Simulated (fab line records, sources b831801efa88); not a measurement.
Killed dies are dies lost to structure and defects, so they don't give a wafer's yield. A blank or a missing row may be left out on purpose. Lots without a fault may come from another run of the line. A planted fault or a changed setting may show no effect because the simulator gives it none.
fab line records | flow gf180mcu | part 2 of 2: steps 29 to 37 of 37
record lots=5 wafers=15 last_day=34
route steps=602 shown M3@426 V3@429 M4@456
lots that met no fault: from a run of the same line without faults
start_h: hours from the record's first day to the start of the lot's first wafer shown | wait_h: hours since the lot's step before | " the same as in the row above | L1.1+2: a row that stands for several wafers | - no value, or no start given | * or withheld: withheld | < > ~ a bound
route shown NAME@n: a module of which the file shows steps, and the number in the route of the first | usual: mean/standard deviation of fault-free wafers | same: alike in all rows | chamber/n: place in a boat | sites: the reading at each site | _std_site: their standard deviation | _edge_site: outer sites' mean less inner sites' | radius_mm: how far each site lies from the wafer's centre | mask NAME#n: copy n | behind: the tool/chamber that last shaped the wafer | hold: why the lot was held/for how many hours/how that ended | device: the transistor (n, p or np) that didn't switch | end of line: the same wafers' tests at the end of the route | a step without rows: its recipe alone | killed: dies lost to structure and defects at the first sort, not the wafer's yield | map: a wafer's dies, x killed, . not, _ none there
set.NAME: the setting as run; set.NAME@STEP: as run at that earlier step | model.NAME: the simulator's own value behind a step, which no gauge read
lots at some steps of the route; a table a step, a row a wafer
services: from which hour (start_h, from the record's first day; less than 0 if before it) a tool's chamber was out of use, for how many hours, and why
## steps
# step GF_V3_THK_MEAS_25
# recipe thk_meas_gauge=xrf reads=W_of_V3_CVD_23
# usual V3_W_THK=338/6.9
# columns lot.wafer tool chamber start_h wait_h V3_W_THK[nm]
L078.4 film_metro-03 - 559.64 0.1 342
L078.5 " - " " 336
L078.6 " - " " 339
L084.4 film_metro-03 - 599.75 0.1 346
L084.5 " - " " 341
L084.6 " - " " 346
L087.1 film_metro-03 - 618.52 0.1 337
L087.2 " - " " 343
L087.5 " - " " 339
L090.2 film_metro-01 - 643.22 0.1 332
L090.5 " - " " 338
L090.6 " - " " 332
L097.1 film_metro-01 - 684.04 0.1 334
L097.2 " - " " 332
L097.4 " - " " 339
# step GF_V3_CMP_26
# recipe stop_on=SiO2 down_force_psi=3.5 platen_rpm=60 t_overpolish_s=15 target_thk_nm=0 pad_velocity_m_s=0.94248
# usual motor_current_A=10.8/1.3 overpolish_run_s=15.000/0.01 platen_rpm=60.00/0.039 time_to_endpoint_s=84/3.6
# columns lot.wafer tool chamber start_h wait_h motor_current_A overpolish_run_s platen_rpm time_to_endpoint_s
L078.4 cmp-02 1 559.72 0.1 10.7 14.998 60.01 90
L078.5 " 0 " " 11.0 15.012 60.03 80
L078.6 " 1 " " 10.1 14.994 59.99 86
L084.4 cmp-01 0 599.93 0.2 10.1 14.985 60.01 87
L084.5 " 1 " " 9.1 14.993 59.95 88
L084.6 " 2 " " 12.4 15.017 60.00 88
L087.1 cmp-01 0 618.58 0.1 9.5 15.006 60.00 85
L087.2 " 2 " " 12.1 14.991 60.02 87
L087.5 " 1 " " 9.7 15.010 60.05 80
L090.2 cmp-02 0 643.32 0.1 11.0 15.012 59.97 80
L090.5 " 3 " " 13.1 14.981 60.00 83
L090.6 " 0 " " 10.5 14.997 60.01 84
L097.4 cmp-02 2 684.15 0.1 12.4 15.007 60.04 89
L097.1 " 3 " " 13.0 14.981 59.95 86
L097.2 " 0 " " 10.9 14.986 59.99 84
# step GF_M4_SPUTTER_00
# recipe material=Ti target_thk_nm=37.5 arriving_ion_energy_ev=80 substrate_temp_c=200 chamber_pressure_pa=2 power_w=4000 time_s=150
# usual throttle_valve_pct=29.9/1
# columns lot.wafer tool chamber start_h wait_h throttle_valve_pct
L078.4 pvd_sputter-03 - 559.97 0.2 28.7
L078.5 " - " " 28.7
L078.6 " - " " 30.5
L084.4 pvd_sputter-04 - 600.08 0.1 32.0
L084.5 " - " " 29.2
L084.6 " - " " 29.5
L087.1 pvd_sputter-01 - 618.88 0.2 32.1
L087.2 " - " " 30.0
L087.5 " - " " 29.9
L090.2 pvd_sputter-03 - 643.57 0.2 30.7
L090.5 " - " " 29.0
L090.6 " - " " 29.0
L097.1 pvd_sputter-03 - 684.40 0.1 28.7
L097.2 " - " " 30.5
L097.4 " - " " 28.8
# step GF_M4_SPUTTER_01
# recipe material=TiN target_thk_nm=30 power_w=6500 time_s=25 chamber_pressure_pa=0.4
# usual throttle_valve_pct=29.9/1.1
# columns lot.wafer tool chamber start_h wait_h throttle_valve_pct
L078.4 pvd_sputter-03 - 560.07 0.1 28.5
L078.5 " - " " 29.0
L078.6 " - " " 31.0
L084.4 pvd_sputter-04 - 600.18 0.1 32.3
L084.5 " - " " 29.1
L084.6 " - " " 29.8
L087.1 pvd_sputter-01 - 618.98 0.1 32.1
L087.2 " - " " 29.7
L087.5 " - " " 29.8
L090.2 pvd_sputter-03 - 643.67 0.1 30.9
L090.5 " - " " 28.9
L090.6 " - " " 29.4
L097.1 pvd_sputter-03 - 684.50 0.1 29.1
L097.2 " - " " 30.9
L097.4 " - " " 28.6
# step GF_M4_SPUTTER_02
# recipe material=AlCu target_thk_nm=450 power_w=10600 time_s=23.9 chamber_pressure_pa=0.4
# usual throttle_valve_pct=29.9/1.1
# columns lot.wafer tool chamber start_h wait_h throttle_valve_pct
L078.4 pvd_sputter-03 - 560.10 0.0 28.9
L078.5 " - " " 28.7
L078.6 " - " " 30.8
L084.4 pvd_sputter-04 - 600.21 0.0 32.0
L084.5 " - " " 28.9
L084.6 " - " " 29.8
L087.1 pvd_sputter-01 - 619.01 0.0 32.1
L087.2 " - " " 29.7
L087.5 " - " " 29.8
L090.2 pvd_sputter-03 - 643.70 0.0 30.8
L090.5 " - " " 28.8
L090.6 " - " " 29.2
L097.1 pvd_sputter-03 - 684.53 0.0 28.8
L097.2 " - " " 30.8
L097.4 " - " " 28.7
# step GF_M4_SPUTTER_03
# recipe material=Ti target_thk_nm=10 substrate_temp_c=300 chamber_pressure_pa=0.3 power_w=3000 time_s=6.7
# usual throttle_valve_pct=29.9/1.1
# columns lot.wafer tool chamber start_h wait_h throttle_valve_pct
L078.4 pvd_sputter-03 - 560.13 0.0 28.8
L078.5 " - " " 29.1
L078.6 " - " " 30.6
L084.4 pvd_sputter-04 - 600.24 0.0 32.1
L084.5 " - " " 29.3
L084.6 " - " " 30.1
L087.1 pvd_sputter-01 - 619.04 0.0 32.0
L087.2 " - " " 29.7
L087.5 " - " " 29.6
L090.2 pvd_sputter-03 - 643.73 0.0 30.9
L090.5 " - " " 28.7
L090.6 " - " " 29.3
L097.1 pvd_sputter-03 - 684.56 0.0 28.9
L097.2 " - " " 31.0
L097.4 " - " " 28.8
# step GF_M4_SPUTTER_04
# recipe material=TiN target_thk_nm=50 power_w=6500 time_s=41.7 chamber_pressure_pa=0.4
# usual throttle_valve_pct=29.9/1
# columns lot.wafer tool chamber start_h wait_h throttle_valve_pct
L078.4 pvd_sputter-03 - 560.15 0.0 28.9
L078.5 " - " " 29.0
L078.6 " - " " 30.7
L084.4 pvd_sputter-04 - 600.26 0.0 31.9
L084.5 " - " " 29.0
L084.6 " - " " 29.8
L087.1 pvd_sputter-01 - 619.06 0.0 32.0
L087.2 " - " " 30.2
L087.5 " - " " 29.8
L090.2 pvd_sputter-03 - 643.75 0.0 30.7
L090.5 " - " " 28.9
L090.6 " - " " 29.4
L097.1 pvd_sputter-03 - 684.58 0.0 28.8
L097.2 " - " " 30.7
L097.4 " - " " 29.0
# step GF_M4_RS_MEAS_05
# recipe thk_meas_gauge=four-point-probe reads=TiN_of_M4_SPUTTER_04+Ti_of_M4_SPUTTER_03+AlCu_of_M4_SPUTTER_02+TiN_of_M4_SPUTTER_01+Ti_of_M4_SPUTTER_00
# usual M4_ALCU_RS=0.0692/0.00078
# columns lot.wafer tool chamber start_h wait_h M4_ALCU_RS[ohm/sq]
L078.4 film_metro-02 - 560.25 0.1 0.0693
L078.5 " - " " 0.0703
L078.6 " - " " 0.0693
L084.4 film_metro-03 - 600.36 0.1 0.0701
L084.5 " - " " 0.0684
L084.6 " - " " 0.0694
L087.1 film_metro-03 - 619.10 0.0 0.0694
L087.2 " - " " 0.0689
L087.5 " - " " 0.0683
L090.2 film_metro-03 - 643.81 0.0 0.0695
L090.5 " - " " 0.0696
L090.6 " - " " 0.0696
L097.1 film_metro-03 - 684.62 0.0 0.0705
L097.2 " - " " 0.0706
L097.4 " - " " 0.0707
# step GF_M4_THK_MEAS_06
# recipe thk_meas_gauge=xrf reads=AlCu_of_M4_SPUTTER_02
# usual M4_ALCU_THK=448/5.3
# columns lot.wafer tool chamber start_h wait_h M4_ALCU_THK[nm]
L078.4 film_metro-02 - 560.34 0.1 449
L078.5 " - " " 444
L078.6 " - " " 446
L084.4 film_metro-03 - 600.45 0.1 441
L084.5 " - " " 454
L084.6 " - " " 448
L087.1 film_metro-03 - 619.22 0.1 450
L087.2 " - " " 450
L087.5 " - " " 454
L090.2 film_metro-03 - 643.92 0.1 449
L090.5 " - " " 445
L090.6 " - " " 447
L097.1 film_metro-03 - 684.74 0.1 440
L097.2 " - " " 439
L097.4 " - " " 439
## services
# columns tool chamber start_h hours kind
krf_scanner-02 - 520.47 3.6 pm
cvd_w-01 - 529.10 2.8 pm
hdpcvd-02 - 539.25 15.0 pm
cmp-01 - 541.41 2.5 repair
plasma_asher-03 - 548.27 8.0 pm
pvd_sputter-01 - 551.52 5.4 repair
hdpcvd-02 0 556.32 19.2 repair
cmp-02 - 557.79 0.7 repair
cmp-01 - 559.43 1.3 repair
krf_scanner-02 - 563.50 7.2 pm
rie_diel-03 - 567.07 0.7 repair
krf_scanner-02 - 570.80 0.8 pm
cmp-02 - 572.03 4.0 pm
rie_diel-03 1 575.90 5.7 repair
cmp-01 - 579.43 2.0 repair
wet_bench-04 - 585.17 5.4 repair
wet_bench-03 - 590.35 1.9 pm
pvd_sputter-03 - 591.05 4.6 repair
pvd_sputter-01 - 608.64 2.7 repair
rie_diel-03 - 620.86 2.8 pm
pvd_sputter-01 - 640.34 3.0 repair
hdpcvd-02 1 651.38 19.9 repair
rie_diel-03 3 651.88 11.8 repair
cmp-01 - 679.42 22.4 pm
